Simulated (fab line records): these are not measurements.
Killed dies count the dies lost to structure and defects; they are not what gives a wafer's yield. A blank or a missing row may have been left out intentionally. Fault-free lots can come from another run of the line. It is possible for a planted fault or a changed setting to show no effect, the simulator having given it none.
fab line records	flow sky130
record: lots: 12	wafers: 36	last_day: 50
route steps=708 shown CONTACT@429 METAL1@438 METAL2@494
lots untouched by any fault: they come from a run of this same line in which no faults occurred
start_h: the number of hours between the record's first day and the start of the first shown wafer of the lot	wait_h: how many hours have passed since the lot's step before this one	" identical to the entry in the row above	L1.1+2: a single row standing in for several wafers	- no value present, or no start provided	* or withheld: withheld	< > ~ a bound
route shown NAME@n: a module of which the file shows steps, and the number in the route of the first	usual: mean/standard deviation taken from wafers without a fault	same: alike in all rows	chamber/n: place in a boat	sites: each site's reading	_std_site: how widely they spread, as a standard deviation	_edge_site: inner sites' mean taken away from outer sites' mean	radius_mm: how far each site lies from the wafer's centre	mask NAME#n: copy n	behind: the most recent tool/chamber to have shaped the wafer	hold: what put the lot on hold/how long, in hours/how the hold closed	device: which transistor (n, p or np) failed to switch	end of line: the route-end tests of the same wafers	for a step that has no rows: nothing shown but its recipe	killed: dies that structure and defects cost at the first sort, which is not the same as the wafer's yield	map: per-die view of a wafer (x killed, . not killed, _ where there is no die)
set.NAME: the setting that was run; set.NAME@STEP: the one run at that earlier step	model.NAME: the simulator's own value behind a step, which no gauge read
steps of the route over a sample of lots; a table a step, a row a wafer
services: the hour from which a tool's chamber was out of use, counted from the record's first day as start_h (under 0 if before that day), plus the number of hours and why
== steps ==
step: SKY_CONTACT_SPUTTER_23
recipe: material: TiN	target_thk_nm: 20	chamber_pressure_pa: 5	power_w: 4000	time_s: 80
usual: chamber_pressure_pa: 4.999/0.0095	throttle_valve_pct: 30.1/0.96
lot.wafer	tool	chamber	start_h	wait_h	chamber_pressure_pa	throttle_valve_pct
L692.2	pvd_sputter-04	-	744.56	0.0	4.997	28.6
L692.3	"	-	"	"	5.005	31.1
L692.5	"	-	"	"	4.992	30.8
L693.1	pvd_sputter-02	-	754.69	0.0	4.986	30.1
L693.3	"	-	"	"	4.991	28.5
L693.4	"	-	"	"	5.003	30.1
L694.2	pvd_sputter-01	-	756.25	0.0	4.998	30.4
L694.3	"	-	"	"	5.001	31.6
L694.4	"	-	"	"	4.998	29.8
L698.1	pvd_sputter-01	-	788.28	0.0	4.997	29.8
L698.3	"	-	"	"	5.011	31.3
L698.6	"	-	"	"	5.001	30.0
L697.1	pvd_sputter-02	-	789.59	0.0	5.010	28.5
L697.2	"	-	"	"	5.007	29.3
L697.5	"	-	"	"	5.013	28.3
L699.3	pvd_sputter-02	-	800.19	0.0	5.011	30.2
L699.4	"	-	"	"	4.993	29.4
L699.6	"	-	"	"	5.010	29.4
L704.1	pvd_sputter-04	-	838.53	0.0	5.022	28.8
L704.2	"	-	"	"	5.002	31.2
L704.5	"	-	"	"	5.000	30.5
L702.1	pvd_sputter-01	-	840.74	0.0	4.990	31.9
L702.2	"	-	"	"	5.009	31.4
L702.5	"	-	"	"	4.987	30.3
L703.4	pvd_sputter-01	-	842.44	0.0	4.988	31.7
L703.5	"	-	"	"	4.996	31.1
L703.6	"	-	"	"	5.018	29.8
L707.2	pvd_sputter-01	-	860.10	0.0	5.004	30.3
L707.3	"	-	"	"	4.986	29.8
L707.6	"	-	"	"	4.996	31.5
L711.1	pvd_sputter-04	-	882.13	0.0	5.007	28.5
L711.2	"	-	"	"	4.983	30.5
L711.4	"	-	"	"	5.001	31.1
L714.2	pvd_sputter-02	-	905.79	0.0	4.984	29.8
L714.4	"	-	"	"	5.008	30.0
L714.5	"	-	"	"	4.994	28.5
step: SKY_METAL1_SPUTTER_04
recipe: material: TiN	target_thk_nm: 70	power_w: 6500	time_s: 58.3	chamber_pressure_pa: 0.4
usual: chamber_pressure_pa: 0.3999/0.00083	throttle_valve_pct: 30.1/0.93
lot.wafer	tool	chamber	start_h	wait_h	chamber_pressure_pa	throttle_valve_pct
L692.2	pvd_sputter-03	-	745.30	0.0	0.4004	29.9
L692.3	"	-	"	"	0.4010	30.0
L692.5	"	-	"	"	0.3996	29.7
L693.1	pvd_sputter-03	-	755.43	0.0	0.3996	30.1
L693.3	"	-	"	"	0.3993	30.2
L693.4	"	-	"	"	0.3993	30.2
L694.2	pvd_sputter-04	-	756.99	0.0	0.4005	31.2
L694.3	"	-	"	"	0.3992	28.8
L694.4	"	-	"	"	0.4000	30.4
L698.1	pvd_sputter-04	-	789.02	0.0	0.3999	31.1
L698.3	"	-	"	"	0.4001	28.7
L698.6	"	-	"	"	0.4005	29.7
L697.1	pvd_sputter-03	-	790.33	0.0	0.3989	30.4
L697.2	"	-	"	"	0.3993	30.1
L697.5	"	-	"	"	0.4006	28.5
L699.3	pvd_sputter-03	-	800.93	0.0	0.4003	30.5
L699.4	"	-	"	"	0.4005	28.5
L699.6	"	-	"	"	0.4002	30.3
L704.1	pvd_sputter-03	-	839.27	0.0	0.3978	28.7
L704.2	"	-	"	"	0.3993	30.3
L704.5	"	-	"	"	0.3972	28.5
L702.1	pvd_sputter-04	-	841.48	0.0	0.3993	30.7
L702.2	"	-	"	"	0.4004	28.6
L702.5	"	-	"	"	0.4003	28.6
L703.4	pvd_sputter-04	-	843.21	0.0	0.4000	30.5
L703.5	"	-	"	"	0.3984	28.5
L703.6	"	-	"	"	0.3999	31.3
L707.2	pvd_sputter-03	-	860.84	0.0	0.4000	30.1
L707.3	"	-	"	"	0.4008	30.1
L707.6	"	-	"	"	0.4005	30.5
L711.1	pvd_sputter-03	-	882.87	0.0	0.4005	30.6
L711.2	"	-	"	"	0.3997	30.2
L711.4	"	-	"	"	0.4005	28.4
L714.2	pvd_sputter-03	-	906.53	0.0	0.4004	30.0
L714.4	"	-	"	"	0.3990	30.3
L714.5	"	-	"	"	0.3991	30.0
step: SKY_METAL1_CD_MEAS_15
recipe: target_cd_nm: 140
usual: cd_nm: 139.8/1.6
lot.wafer	tool	chamber	start_h	wait_h	cd_nm
L692.2	cd_sem-02	-	772.90	-	138.5
L692.3	"	-	"	"	138.4
L692.5	"	-	"	"	138.1
L693.1	cd_sem-02	-	782.11	-	139.4
L693.3	"	-	"	"	138.1
L693.4	"	-	"	"	141.1
L694.2	cd_sem-02	-	783.75	-	139.3
L694.3	"	-	"	"	137.5
L694.4	"	-	"	"	137.8
L698.1	cd_sem-01	-	815.16	-	140.6
L698.3	"	-	"	"	138.6
L698.6	"	-	"	"	141.7
L697.1	cd_sem-02	-	817.13	-	137.7
L697.2	"	-	"	"	137.9
L697.5	"	-	"	"	137.3
L699.3	cd_sem-02	-	827.50	-	140.0
L699.4	"	-	"	"	139.0
L699.6	"	-	"	"	139.8
L704.1	cd_sem-02	-	864.46	-	141.1
L704.2	"	-	"	"	140.7
L704.5	"	-	"	"	141.5
L702.1	cd_sem-01	-	867.43	-	136.9
L702.2	"	-	"	"	136.4
L702.5	"	-	"	"	138.7
L703.4	cd_sem-01	-	868.14	-	137.5
L703.5	"	-	"	"	137.0
L703.6	"	-	"	"	137.7
L707.2	cd_sem-01	-	886.28	-	138.6
L707.3	"	-	"	"	137.4
L707.6	"	-	"	"	138.0
L711.1	cd_sem-02	-	908.43	-	140.2
L711.2	"	-	"	"	141.9
L711.4	"	-	"	"	141.7
L714.2	cd_sem-02	-	932.23	-	137.1
L714.4	"	-	"	"	138.1
L714.5	"	-	"	"	137.3
step: SKY_METAL2_SOFTBAKE_11
recipe: temp_c: 100	time_s: 90	resist: KrF-thick
usual: heater_power_total_W: 57.36/0.12	run_length_s: 119.22/0.23
lot.wafer	tool	chamber	start_h	wait_h	heater_power_total_W	run_length_s
L692.2	litho_track-01	0	815	-	57.33	119.07
L692.3	"	0	"	"	57.29	119.19
L692.5	"	0	"	"	57.35	119.19
L693.1	litho_track-02	0	824	-	57.45	119.49
L693.3	"	0	"	"	57.54	119.56
L693.4	"	0	"	"	57.22	119.54
L694.2	litho_track-03	0	825	-	57.24	119.06
L694.3	"	0	"	"	57.33	119.10
L694.4	"	0	"	"	57.26	119.12
L698.1	litho_track-01	0	857	-	57.41	119.11
L698.3	"	0	"	"	57.38	119.15
L698.6	"	0	"	"	57.50	118.98
L697.1	litho_track-02	0	859	-	57.48	119.42
L697.2	"	0	"	"	57.42	119.42
L697.5	"	0	"	"	57.28	119.44
L699.3	litho_track-03	0	868	-	57.53	118.93
L699.4	"	0	"	"	57.20	119.00
L699.6	"	0	869	-	57.29	118.93
L704.1	litho_track-01	0	905	-	57.41	119.06
L704.2	"	0	"	"	57.24	119.00
L704.5	"	0	"	"	57.51	119.13
L702.1	litho_track-03	0	908	-	57.45	124.28
L702.2	"	0	"	"	57.39	124.15
L702.5	"	0	"	"	57.47	124.20
L703.4	litho_track-02	0	909	-	57.31	119.67
L703.5	"	0	"	"	57.49	119.40
L703.6	"	0	"	"	57.28	119.36
L707.2	litho_track-03	0	927	-	57.33	124.32
L707.3	"	0	"	"	57.20	124.16
L707.6	"	0	"	"	57.40	124.17
L711.1	litho_track-01	0	948	-	57.51	119.21
L711.2	"	0	"	"	57.27	119.26
L711.4	"	0	"	"	57.34	119.08
L714.2	litho_track-02	0	971	-	57.23	119.37
L714.4	"	0	"	"	57.33	119.43
L714.5	"	0	"	"	57.23	119.79
== services ==
tool	chamber	start_h	hours	kind
pvd_sputter-02	-	766.11	1.9	repair
pvd_sputter-03	-	797.96	2.7	repair
pvd_sputter-02	-	837.47	10.3	repair
pvd_sputter-04	-	843.62	0.5	repair
pvd_sputter-02	-	880.16	4.3	repair
pvd_sputter-02	-	892.28	0.5	repair
pvd_sputter-04	-	905.67	3.5	repair
pvd_sputter-02	-	919.71	5.0	repair
pvd_sputter-04	-	923.89	1.2	repair
pvd_sputter-02	-	938.01	8.6	repair
== key ==
first_sign: step: SKY_METAL2_SOFTBAKE_11	reading: run_length_s	direction: up	sigmas: 22	usual: *	struck: *
effect none on later readings
met_at SKY_METAL2_SOFTBAKE_11
struck_lots L702,L707
not_acting_at SKY_CONTACT_SPUTTER_23,SKY_METAL1_SPUTTER_04,SKY_METAL1_CD_MEAS_15
onset_between 868 908
fault: kind: process_parameter_drift	tool: litho_track-03	chamber: -	onset_h: 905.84	steps: SKY_METAL2_SOFTBAKE_11	channel: time_s	offset: *	shape: step	end_h: 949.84	acts_in: *	stated: *
